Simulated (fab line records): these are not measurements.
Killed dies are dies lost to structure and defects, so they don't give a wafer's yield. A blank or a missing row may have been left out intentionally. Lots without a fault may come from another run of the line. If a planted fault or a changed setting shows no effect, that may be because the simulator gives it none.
Which tool is to blame?	flow gf180mcu	12 lots, 36 wafers sampled, at 5 steps of a route of 602

== WHAT THE GAUGES READ, wafer by wafer ==
GF_POLY_GATE_OVL_MEAS_11. Usual: POLY_GATE_OVL typically reads 1 nm, with standard deviation 5.7.
lot	measured	on	POLY_GATE_OVL (nm)	flag
L884	day 9 17:35	overlay-02	6 -4 2	
L885	day 10 03:32	overlay-01	-8 -8 -6	
L888	day 10 22:47	overlay-02	11 9 14	
L889	day 11 04:13	overlay-01	-1 4 4	
L891	day 11 22:41	overlay-02	-2 0 6	
L898	day 13 23:16	overlay-01	-6 -1 -4	
L899	day 14 09:24	overlay-01	1 8 3	
L900	day 14 14:09	overlay-02	-4 -2 -3	
L901	day 14 20:02	overlay-01	-9 -8 -3	
L902	day 15 01:11	overlay-01	9 1 5	
L903	day 15 10:50	overlay-01	-3 5 3	
L904	day 15 18:11	overlay-01	9 4 0	

GF_HV_LDD_THK_MEAS_55. Usual: HV_LDD_CVD_54_THK typically reads 9.95 nm, with standard deviation 0.14.
lot	measured	on	HV_LDD_CVD_54_THK (nm)	flag
L884	day 13 00:00	film-metro-03	10.18 10.11 10.15	
L885	day 13 09:23	film-metro-03	9.59 9.79 9.66	
L888	day 14 10:03	film-metro-04	13.11 13.49 13.18	OFF
L889	day 14 16:45	film-metro-03	11.58 11.00 10.70	OFF
L891	day 15 12:44	film-metro-03	13.79 14.01 13.69	OFF
L898	day 17 21:48	film-metro-04	9.71 9.83 9.67	
L899	day 18 10:00	film-metro-04	10.13 10.17 10.02	
L900	day 18 13:03	film-metro-04	10.13 10.02 10.00	
L901	day 18 20:49	film-metro-03	10.08 10.01 10.13	
L902	day 19 01:21	film-metro-04	9.96 9.97 10.03	
L903	day 19 12:30	film-metro-01	9.89 9.70 9.78	
L904	day 19 21:06	film-metro-04	9.96 9.89 9.94	

GF_SAB_THK_MEAS_01. Usual: SAB_CVD_00_THK typically reads 50.1 nm, with standard deviation 0.77.
lot	measured	on	SAB_CVD_00_THK (nm)	flag
L884	day 14 20:25	film-metro-02	48.5 48.9 49.8	
L885	day 15 07:14	film-metro-02	51.2 50.8 51.5	
L888	day 16 09:52	film-metro-02	49.7 49.4 50.4	
L889	day 16 15:57	film-metro-03	48.9 49.3 51.3	
L891	day 17 13:02	film-metro-01	50.4 50.4 50.5	
L898	day 20 00:32	film-metro-02	49.6 50.1 50.6	
L899	day 20 12:52	film-metro-03	48.6 48.9 48.5	
L900	day 20 16:05	film-metro-03	50.4 50.2 51.1	
L901	day 20 23:57	film-metro-01	50.1 50.8 49.8	
L902	day 21 04:01	film-metro-03	50.6 50.4 51.8	
L903	day 21 14:37	film-metro-02	48.5 50.4 49.9	
L904	day 21 23:20	film-metro-01	49.7 49.9 50.7	

== EACH LOT AND THE TOOL THAT RAN IT (in order: tool; ch and the chambers of the sampled wafers; start) ==
lot	GF_HV_LDD_STRIP_22	GF_HV_LDD_CVD_54
L884	plasma-asher-04 ch 0,1, day 11 07:14	lpcvd-02 ch 1, day 12 22:28
L885	plasma-asher-01 ch 0,1, day 11 17:28	lpcvd-01 ch 1, day 13 08:22
L888	plasma-asher-04 ch 0,1, day 12 14:47	lpcvd-02 ch 0, day 14 09:02
L889	plasma-asher-02 ch 0,1, day 12 20:30	lpcvd-02 ch 0, day 14 15:43
L891	plasma-asher-01 ch 0,1, day 13 15:50	lpcvd-02 ch 1, day 15 11:43
L898	plasma-asher-01 ch 0,1, day 15 20:47	lpcvd-02 ch 1, day 17 20:16
L899	plasma-asher-02 ch 0,1, day 16 08:50	lpcvd-02 ch 0, day 18 08:59
L900	plasma-asher-01 ch 0, day 16 12:35	lpcvd-01 ch 1, day 18 12:02
L901	plasma-asher-04 ch 0,1, day 16 19:32	lpcvd-02 ch 1, day 18 19:47
L902	plasma-asher-04 ch 0,1, day 17 00:31	lpcvd-01 ch 0, day 19 00:20
L903	plasma-asher-01 ch 0,1, day 17 10:38	lpcvd-01 ch 0, day 19 11:29
L904	plasma-asher-02 ch 0,1, day 17 18:41	lpcvd-02 ch 0, day 19 20:05
- GF_HV_LDD_STRIP_22: strips in O2/N2.
- GF_HV_LDD_CVD_54: deposits SiO2 from TEOS, target thk 10 nm, time 75 s.

== WHAT THE TOOLS THEMSELVES READ (means of the sampled wafers that have a number; where no wafer has one, the mark that the record gives instead) ==
GF_HV_LDD_STRIP_22. Usual: chamber-pressure-mTorr 1499.9 mTorr, standard deviation 1.3; drypump-motor-current-A 5.3 A, standard deviation 0.73; heater-power-w 294 W, standard deviation 26; oes-product-au 0.716 a.u., standard deviation 0.0045; platen-temp-c 249.99 C, standard deviation 0.18; strip-time-to-endpoint-s 12.63 s, standard deviation 0.039.
lot	tool	chamber-pressure-mTorr (mTorr)	drypump-motor-current-A (A)	heater-power-w (W)	oes-product-au (a.u.)	platen-temp-c (C)	strip-time-to-endpoint-s (s)	flag
L884	plasma-asher-04	1499.2	4.8	296	0.719	249.97	12.63	
L885	plasma-asher-01	1499.3	5.9	314	0.720	250.08	12.65	
L888	plasma-asher-04	1501.5	5.0	281	0.719	249.97	12.70	
L889	plasma-asher-02	1500.6	6.0	280	0.719	249.85	12.54	
L891	plasma-asher-01	1501.1	5.4	309	0.717	250.15	12.61	
L898	plasma-asher-01	1500.1	5.9	314	0.715	250.10	12.61	
L899	plasma-asher-02	1500.7	5.4	299	0.714	250.10	12.66	
L900	plasma-asher-01	1500.4	6.4	318	0.715	250.06	12.63	
L901	plasma-asher-04	1498.3	5.0	275	0.709	250.10	12.61	
L902	plasma-asher-04	1499.8	5.0	274	0.714	250.02	12.67	
L903	plasma-asher-01	1500.8	5.9	311	0.715	249.86	12.63	
L904	plasma-asher-02	1499.7	6.0	279	0.718	249.88	12.65	

GF_HV_LDD_CVD_54. Usual: value, then standard deviation, for each; spike-tc-centre-C 681.0 C / 1.4; spike-tc-lower-C 680.3 C / 0.96; spike-tc-upper-C 680.6 C / 1.1; zone-power-bottom-pct 16.3 % / 0.54; zone-power-centre-pct 11.5 % / 0.65; zone-power-lower-pct 9.4 % / 0.98; zone-power-upper-pct 10.3 % / 0.54.
lot	tool	spike-tc-centre-C (C)	spike-tc-lower-C (C)	spike-tc-upper-C (C)	zone-power-bottom-pct (%)	zone-power-centre-pct (%)	zone-power-lower-pct (%)	zone-power-upper-pct (%)	flag
L884	lpcvd-02	682.6	680.8	680.8	15.8	12.0	8.7	9.7	
L885	lpcvd-01	680.7	681.0	680.2	16.7	10.2	8.3	10.0	
L888	lpcvd-02	712.8	675.9	675.8	17.0	18.8	7.1	7.5	OFF
L889	lpcvd-02	713.2	676.3	677.6	17.0	18.8	7.1	7.5	OFF
L891	lpcvd-02	712.4	675.3	674.8	16.0	19.1	6.0	6.7	OFF
L898	lpcvd-02	681.3	679.8	680.1	15.7	12.0	8.6	9.8	
L899	lpcvd-02	681.1	680.6	680.6	16.8	11.7	10.3	11.0	
L900	lpcvd-01	679.9	680.1	681.2	16.7	10.3	8.3	10.1	
L901	lpcvd-02	681.4	679.4	680.2	15.6	11.9	8.7	9.8	
L902	lpcvd-01	679.1	680.7	681.6	15.8	11.3	10.8	10.3	
L903	lpcvd-01	679.2	680.3	681.2	15.8	11.3	10.7	10.1	
L904	lpcvd-02	680.6	680.1	680.2	16.8	12.0	10.3	11.1	

== THE ANSWER, worked out from the rows above alone ==
Rule: a lot counts as off when the mean over its wafers that have a number is more than 3 standard deviations away from the usual mean. A lot without any number at a reading at which 4 lots or more have one is off too. Any other lot the step has rows for is counted as sound. After the gauges, taken in route order, come the tools' own readings; for these a lot's mean is taken, as printed above. At the first step where some lot is off, the reading lying furthest off is the one used; lots without a number count as furthest.
Off: L888, L889, L891, seen at GF_HV_LDD_THK_MEAS_55 (HV_LDD_CVD_54_THK).
A tool fits if, at a process step before that reading, it ran every lot that is off, and no sound lot after the first of them. Not tried: the gauges at GF_HV_LDD_THK_MEAS_55; whatever is off there is also off at GF_HV_LDD_CVD_54, on other tools, and gauge error can't account for it. No candidate that was tried fits.

== WHAT THE SIMULATOR HAD INSERTED ==
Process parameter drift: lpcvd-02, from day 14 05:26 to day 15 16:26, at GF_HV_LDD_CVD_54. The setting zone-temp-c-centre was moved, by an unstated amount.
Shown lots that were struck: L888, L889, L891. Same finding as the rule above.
